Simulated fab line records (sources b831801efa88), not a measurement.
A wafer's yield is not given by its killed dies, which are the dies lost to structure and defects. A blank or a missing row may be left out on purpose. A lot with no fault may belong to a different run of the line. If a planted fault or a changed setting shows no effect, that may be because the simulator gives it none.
A single fault, viewed from 2 desks || flow sfq line || only its own numbers are on each desk; what lay behind them is given at the end

== TOOL OWNER'S DESK, rie metal-03 ==
The tool's own readings at SFQ_TRILAYER_M2_ETCH_METAL_ETCH_060 (etches Nb in Cl2/Ar, stops on SiO2, target depth 240 nm, time 120 s): means of the sampled wafers that have a number, for each lot that ran on this tool. Any lot whose mean is over 4 standard deviations away from the usual mean is out of limits and marked OUT; that distance is given in the brackets.
Columns: A = drypump motor current A at SFQ_TRILAYER_M2_ETCH_METAL_ETCH_060, usual 5.6 A; B = oes product au at SFQ_TRILAYER_M2_ETCH_METAL_ETCH_060, usual 0.892 a.u.; C = run length s at SFQ_TRILAYER_M2_ETCH_METAL_ETCH_060, usual 148.1 s
{"lot": "L839", "first seen here": "day 20 20:10", "A": 5.7, "B": 0.886, "C": 148.2}
{"lot": "L841", "first seen here": "day 22 00:46", "A": 5.0, "B": 0.892, "C": 147.8}
{"lot": "L843", "first seen here": "day 22 07:11", "A": 5.6, "B": 0.887, "C": 148.3}
{"lot": "L845", "first seen here": "day 26 06:56", "A": 5.9, "B": 0.893, "C": 148.7}
{"lot": "L846", "first seen here": "day 26 13:55", "A": 5.7, "B": 0.897, "C": 148.2}
{"lot": "L847", "first seen here": "day 26 23:49", "A": 5.3, "B": 0.895, "C": 147.9}
{"lot": "L848", "first seen here": "day 27 10:48", "A": 5.3, "B": 0.883, "C": 148.0}
{"lot": "L855", "first seen here": "day 29 15:14", "A": 5.3, "B": 0.907, "C": "145.3 (-4.3) OUT"}
{"lot": "L860", "first seen here": "day 30 22:34", "A": 5.5, "B": "0.935 (+6.5) OUT", "C": "143.6 (-6.9) OUT"}
This desk's finding: out of limits on L855, L860; first on L855, day 29 15:14 (run length s at SFQ_TRILAYER_M2_ETCH_METAL_ETCH_060). Within limits: L839, L841, L843, L845, L846, L847, L848.

== METROLOGY DESK ==
Lot by lot, what the gauges showed, no matter which tool ran the lot: averages of those sampled wafers that carry a number. Any lot whose mean is over 4 standard deviations away from the usual mean is out of limits and marked OUT; that distance is given in the brackets.
Columns: A = I0_OVL at SFQ_I0_OVL_MEAS_908, usual -4 nm; B = M2_NB_RS at SFQ_M2_RS_MEAS_914, usual 0.895 ohm/sq
{"lot": "L839", "first seen here": "day 12 21:53", "A": -3, "B": 0.899}
{"lot": "L840", "first seen here": "day 13 00:17", "A": -12, "B": 0.908}
{"lot": "L841", "first seen here": "day 13 01:44", "A": -7, "B": 0.898}
{"lot": "L842", "first seen here": "day 13 06:32", "A": -7, "B": 0.896}
{"lot": "L843", "first seen here": "day 13 16:08", "A": -7, "B": 0.908}
{"lot": "L844", "first seen here": "day 13 17:20", "A": -4, "B": 0.877}
{"lot": "L845", "first seen here": "day 13 22:08", "A": 1, "B": 0.892}
{"lot": "L846", "first seen here": "day 14 04:08", "A": -0, "B": 0.883}
{"lot": "L847", "first seen here": "day 14 15:49", "A": -2, "B": 0.893}
{"lot": "L848", "first seen here": "day 15 02:38", "A": -8, "B": 0.920}
{"lot": "L855", "first seen here": "day 16 11:46", "A": 3, "B": 0.901}
{"lot": "L860", "first seen here": "day 17 17:58", "A": -3, "B": 0.886}
{"lot": "L861", "first seen here": "day 17 20:37", "A": -4, "B": 0.895}
{"lot": "L862", "first seen here": "day 17 23:38", "A": -0, "B": 0.883}
Result from this desk: across the 14 lots, nothing is out of limits.

== ALL TOGETHER ==
The tool owner's desk could have raised an alarm at day 29 15:14, on L855, L860.
From the metrology desk's view, nothing was out of limits.
The metrology desk holds a record of L855, L860, inside its limits.
All the named lots went through SFQ_TRILAYER_M2_ETCH_METAL_ETCH_060 on rie metal-03.

== WHAT THE SIMULATOR HAD PUT IN ==
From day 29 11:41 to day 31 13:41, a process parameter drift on rie metal-03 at SFQ_TRILAYER_M2_ETCH_METAL_ETCH_060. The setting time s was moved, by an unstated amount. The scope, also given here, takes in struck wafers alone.
Shown lots that were struck: L855, L860.
Time in hours from fault onset to the first out-of-limits reading at each desk: the tool owner's desk, 4.
